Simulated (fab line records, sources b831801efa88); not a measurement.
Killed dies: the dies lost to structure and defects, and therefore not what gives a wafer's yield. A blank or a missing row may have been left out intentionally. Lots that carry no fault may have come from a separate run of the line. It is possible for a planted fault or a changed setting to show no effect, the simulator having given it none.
Which tool did it? | flow gf180mcu | 24 lots, 72 wafers sampled, at 6 steps of a route of 602

== WHAT THE GAUGES READ, wafer by wafer ==
GF_STI_THK_MEAS_04. Usual: STI_CVD_03_THK typically reads 207.7 nm, with standard deviation 1.3.
lot  | measured    | on            | STI_CVD_03_THK (nm) | flag
L074 | day 1 13:59 | film-metro-01 | 207.9 208.1 206.7   |
L075 | day 1 18:34 | film-metro-01 | 208.9 206.4 207.5   |
L076 | day 1 23:34 | film-metro-03 | 204.9 206.8 205.2   |
L077 | day 2 05:25 | film-metro-01 | 205.7 205.9 205.8   |
L078 | day 2 10:33 | film-metro-01 | 207.7 208.9 207.3   |
L079 | day 2 14:34 | film-metro-03 | 208.0 207.4 207.5   |
L080 | day 2 19:49 | film-metro-01 | 207.3 206.7 206.6   |
L081 | day 3 00:36 | film-metro-04 | 210.1 209.2 210.6   |
L082 | day 3 05:34 | film-metro-03 | 207.8 209.3 209.7   |
L083 | day 3 12:11 | film-metro-03 | 209.5 206.7 207.3   |
L084 | day 3 15:35 | film-metro-01 | 208.7 207.8 209.5   |
L085 | day 3 22:47 | film-metro-03 | 207.7 209.7 207.5   |
L086 | day 4 01:35 | film-metro-01 | 206.6 209.4 209.5   |
L087 | day 4 06:40 | film-metro-04 | 208.2 209.4 210.5   |
L088 | day 4 12:58 | film-metro-03 | 209.1 208.8 208.5   |
L089 | day 4 16:34 | film-metro-03 | 209.3 208.2 208.3   |
L090 | day 4 21:35 | film-metro-04 | 208.6 209.3 207.9   |
L091 | day 5 02:34 | film-metro-03 | 208.4 208.0 207.1   |
L092 | day 5 09:23 | film-metro-01 | 207.4 206.9 204.3   |
L093 | day 5 13:38 | film-metro-01 | 208.2 208.2 207.7   |
L094 | day 5 17:34 | film-metro-04 | 206.5 207.7 208.4   |
L095 | day 5 22:40 | film-metro-04 | 207.9 208.8 208.9   |
L096 | day 6 03:34 | film-metro-01 | 207.6 205.6 206.7   |
L097 | day 6 08:34 | film-metro-04 | 206.2 207.2 205.3   |

GF_STI_THK_MEAS_24. Usual: STI_CVD_23_THK typically reads 647 nm, with standard deviation 6.7.
lot  | measured    | on            | STI_CVD_23_THK (nm) | flag
L074 | day 2 04:21 | film-metro-01 | 644 652 649         |
L075 | day 2 08:12 | film-metro-03 | 644 648 647         |
L076 | day 2 14:00 | film-metro-03 | 649 654 650         |
L077 | day 2 20:18 | film-metro-04 | 639 641 632         |
L078 | day 3 01:13 | film-metro-03 | 647 639 640         |
L079 | day 3 05:52 | film-metro-03 | 650 646 652         |
L080 | day 3 10:51 | film-metro-04 | 649 643 650         |
L081 | day 3 15:40 | film-metro-04 | 659 639 640         |
L082 | day 3 21:17 | film-metro-03 | 638 631 648         |
L083 | day 4 03:57 | film-metro-01 | 642 654 642         |
L084 | day 4 06:34 | film-metro-01 | 644 656 646         |
L085 | day 4 15:02 | film-metro-04 | 642 646 638         |
L086 | day 4 17:40 | film-metro-01 | 642 651 655         |
L087 | day 4 23:00 | film-metro-04 | 650 653 650         |
L088 | day 5 06:58 | film-metro-04 | 653 657 656         |
L089 | day 5 09:35 | film-metro-01 | 641 655 660         |
L090 | day 5 14:17 | film-metro-04 | 643 649 650         |
L091 | day 5 19:24 | film-metro-01 | 643 652 656         |
L092 | day 6 02:44 | film-metro-01 | 651 652 664         |
L093 | day 6 07:29 | film-metro-01 | 638 643 643         |
L094 | day 6 11:16 | film-metro-03 | 650 641 658         |
L095 | day 6 16:08 | film-metro-01 | 652 642 646         |
L096 | day 6 21:26 | film-metro-01 | 639 649 650         |
L097 | day 7 02:08 | film-metro-03 | 651 653 649         |

GF_STI_THK_MEAS_30. Usual: STI_OXIDATION_02_THK typically reads 10.00 nm, with standard deviation 0.19.
lot  | measured    | on            | STI_OXIDATION_02_THK (nm) | flag
L074 | day 2 06:42 | film-metro-01 | 10.02 10.34 10.24         |
L075 | day 2 10:58 | film-metro-04 | 10.22 10.22 10.30         |
L076 | day 2 17:19 | film-metro-04 | 10.00 9.99 9.97           |
L077 | day 2 22:39 | film-metro-04 | 9.97 9.78 9.72            |
L078 | day 3 04:36 | film-metro-01 | 10.17 10.23 10.29         |
L079 | day 3 08:14 | film-metro-03 | 10.28 10.25 10.19         |
L080 | day 3 13:43 | film-metro-04 | 10.22 10.27 10.12         |
L081 | day 3 19:22 | film-metro-01 | 9.70 9.67 9.61            |
L082 | day 4 00:55 | film-metro-04 | 10.01 9.89 9.92           |
L083 | day 4 06:20 | film-metro-01 | 10.32 10.29 10.28         |
L084 | day 4 09:20 | film-metro-03 | 9.97 10.07 10.04          |
L085 | day 4 17:24 | film-metro-04 | 10.05 9.87 9.93           |
L086 | day 4 20:01 | film-metro-04 | 9.98 9.78 9.79            |
L087 | day 5 01:55 | film-metro-04 | 9.94 9.84 9.95            |
L088 | day 5 10:11 | film-metro-01 | 10.19 10.05 10.06         |
L089 | day 5 12:06 | film-metro-03 | 9.78 9.81 10.00           |
L090 | day 5 16:56 | film-metro-01 | 10.06 10.26 9.94          |
L091 | day 5 21:56 | film-metro-04 | 9.76 9.90 9.82            |
L092 | day 6 05:05 | film-metro-03 | 9.70 9.82 9.82            |
L093 | day 6 09:57 | film-metro-01 | 10.04 10.13 9.91          |
L094 | day 6 13:37 | film-metro-01 | 9.89 9.67 9.72            |
L095 | day 6 18:48 | film-metro-01 | 9.86 9.80 9.95            |
L096 | day 6 23:47 | film-metro-03 | 9.80 9.84 10.05           |
L097 | day 7 04:29 | film-metro-01 | 10.05 10.02 9.93          |

GF_MVSD_OVL_MEAS_07. Usual: MVSD_OVL typically reads -0.7 nm, with standard deviation 1.2.
lot  | measured     | on         | MVSD_OVL (nm)  | flag
L074 | day 4 13:54  | overlay-02 | -0.6 -2.3 -1.8 |
L075 | day 4 18:24  | overlay-02 | -0.5 -1.1 -1.5 |
L076 | day 5 01:36  | overlay-02 | -1.1 -1.1 -1.4 |
L077 | day 5 07:13  | overlay-02 | -2.2 -0.8 -1.8 |
L078 | day 5 13:51  | overlay-01 | 0.5 0.4 0.0    |
L079 | day 5 17:45  | overlay-02 | 0.4 0.8 -2.5   |
L080 | day 6 00:39  | overlay-01 | -3.0 1.0 -0.6  |
L081 | day 6 05:52  | overlay-02 | 1.2 -1.1 0.8   |
L082 | day 6 13:48  | overlay-01 | -0.4 -0.8 -1.8 |
L083 | day 6 19:27  | overlay-01 | 0.6 1.1 -0.2   |
L084 | day 6 21:47  | overlay-02 | -1.4 -0.9 -0.3 |
L085 | day 7 08:03  | overlay-02 | -0.4 1.8 -2.0  |
L086 | day 7 11:13  | overlay-02 | 0.7 -0.2 1.1   |
L087 | day 7 17:36  | overlay-02 | -1.7 -2.0 -1.9 |
L088 | day 8 03:16  | overlay-02 | -0.8 -3.0 -1.0 |
L089 | day 8 05:45  | overlay-02 | -1.7 0.7 -0.6  |
L090 | day 8 10:55  | overlay-02 | -0.1 -0.5 0.9  |
L091 | day 8 15:09  | overlay-02 | -0.3 1.4 -1.8  |
L092 | day 9 00:43  | overlay-02 | -0.7 0.1 -1.1  |
L093 | day 9 05:09  | overlay-02 | -1.8 -2.1 -1.4 |
L094 | day 9 08:42  | overlay-02 | -2.9 -3.1 -5.4 |
L095 | day 9 15:28  | overlay-01 | 0.0 -0.7 0.3   |
L096 | day 9 21:06  | overlay-02 | -0.2 -2.0 -0.9 |
L097 | day 10 03:15 | overlay-02 | 0.3 0.0 -1.4   |

GF_VT_IMPLANT_TW_MEAS_21. Usual: VT_IMPLANT_2_TW typically reads 1200, with standard deviation 6.5.
lot  | measured     | on            | VT_IMPLANT_2_TW | flag
L074 | day 6 12:34  | film-metro-03 | 1208 1202 1195  |
L075 | day 6 17:29  | film-metro-01 | 1191 1192 1193  |
L076 | day 7 00:33  | film-metro-01 | 1194 1199 1196  |
L077 | day 7 07:03  | film-metro-02 | 1210 1208 1214  |
L078 | day 7 14:35  | film-metro-03 | 1196 1188 1199  |
L079 | day 7 19:31  | film-metro-03 | 1190 1196 1195  |
L080 | day 8 02:34  | film-metro-01 | 1199 1202 1197  |
L081 | day 8 07:42  | film-metro-03 | 1190 1194 1193  |
L082 | day 8 16:14  | film-metro-02 | 1207 1213 1206  |
L083 | day 8 23:24  | film-metro-02 | 1201 1207 1206  |
L084 | day 9 00:45  | film-metro-01 | 1194 1197 1198  |
L085 | day 9 12:34  | film-metro-03 | 1198 1203 1191  |
L086 | day 9 16:04  | film-metro-02 | 1205 1212 1208  |
L087 | day 9 22:53  | film-metro-03 | 1196 1199 1194  |
L088 | day 10 08:24 | film-metro-03 | 1197 1200 1208  |
L089 | day 10 12:45 | film-metro-03 | 1205 1202 1206  |
L090 | day 10 16:52 | film-metro-03 | 1203 1205 1205  |
L091 | day 10 23:29 | film-metro-03 | 1203 1207 1200  |
L092 | day 11 09:23 | film-metro-02 | 1210 1205 1209  |
L093 | day 11 13:45 | film-metro-02 | 1201 1208 1206  |
L094 | day 11 18:50 | film-metro-01 | 1197 1192 1193  |
L095 | day 12 01:43 | film-metro-01 | 1188 1197 1198  |
L096 | day 12 07:44 | film-metro-03 | 1201 1200 1204  |
L097 | day 12 13:50 | film-metro-01 | 1189 1196 1194  |

GF_VT_IMPLANT_OVL_MEAS_29. Usual: VT_IMPLANT_02_OVL typically reads -0.3 nm, with standard deviation 1.4.
lot  | measured     | on         | VT_IMPLANT_02_OVL (nm) | flag
L074 | day 7 04:51  | overlay-02 | -2.5 -0.6 0.0          |
L075 | day 7 09:45  | overlay-02 | 2.3 1.7 -0.3           |
L076 | day 7 17:02  | overlay-02 | -1.4 -1.7 -1.4         |
L077 | day 7 23:17  | overlay-02 | 0.1 -0.2 -1.8          |
L078 | day 8 06:46  | overlay-02 | -0.5 0.5 -0.8          |
L079 | day 8 11:51  | overlay-01 | -1.3 -1.8 -1.9         |
L080 | day 8 18:51  | overlay-02 | -1.7 -2.5 -1.7         |
L081 | day 9 01:01  | overlay-02 | -1.3 0.2 0.7           |
L082 | day 9 09:37  | overlay-01 | -0.6 0.7 0.4           |
L083 | day 9 17:00  | overlay-02 | -1.7 -1.5 -3.6         |
L084 | day 9 18:20  | overlay-02 | -0.7 -0.9 0.0          |
L085 | day 10 06:39 | overlay-02 | 1.4 1.1 0.9            |
L086 | day 10 10:31 | overlay-02 | -1.4 -1.8 -2.0         |
L087 | day 10 17:12 | overlay-01 | 0.3 0.4 0.4            |
L088 | day 11 02:50 | overlay-01 | -0.2 0.6 -0.5          |
L089 | day 11 06:49 | overlay-02 | -1.4 -2.6 -0.6         |
L090 | day 11 11:47 | overlay-01 | 0.8 0.9 0.0            |
L091 | day 11 19:11 | overlay-01 | 0.2 -2.6 -1.8          |
L092 | day 12 04:58 | overlay-02 | -1.5 1.4 -1.4          |
L093 | day 12 08:46 | overlay-02 | 1.8 -0.4 -1.1          |
L094 | day 12 14:50 | overlay-02 | 0.3 0.1 -0.8           |
L095 | day 12 20:37 | overlay-01 | 1.1 -0.1 2.2           |
L096 | day 13 04:16 | overlay-01 | 0.4 2.4 1.6            |
L097 | day 13 09:54 | overlay-01 | 2.4 2.3 0.4            |

== EACH LOT AND THE TOOL THAT RAN IT (in order: tool; ch and the chambers of the sampled wafers; start) ==
There is no process step in the record ahead of these readings.

== WHAT THE TOOLS THEMSELVES READ (means of the sampled wafers that have a number; where no wafer has one, the mark that the record gives instead) ==
The record holds no such reading with a usual standard deviation.

== THE ANSWER, worked out from the rows above alone ==
Rule: lot off if the mean of its wafers having a number is beyond 3 standard deviations from the usual mean. Also off: a lot with no number at a reading for which 4 or more lots have one. Any other lot the step has rows for is counted as sound. First the gauges in route order, then the tools' own readings, where a lot's mean is used as printed above. The first step at which some lot is off is used, and at that step the reading that is off furthest; a lot without a number counts as furthest.
Nothing can be told from this: no lot is off at any reading shown.

== WHAT THE SIMULATOR HAD INSERTED ==
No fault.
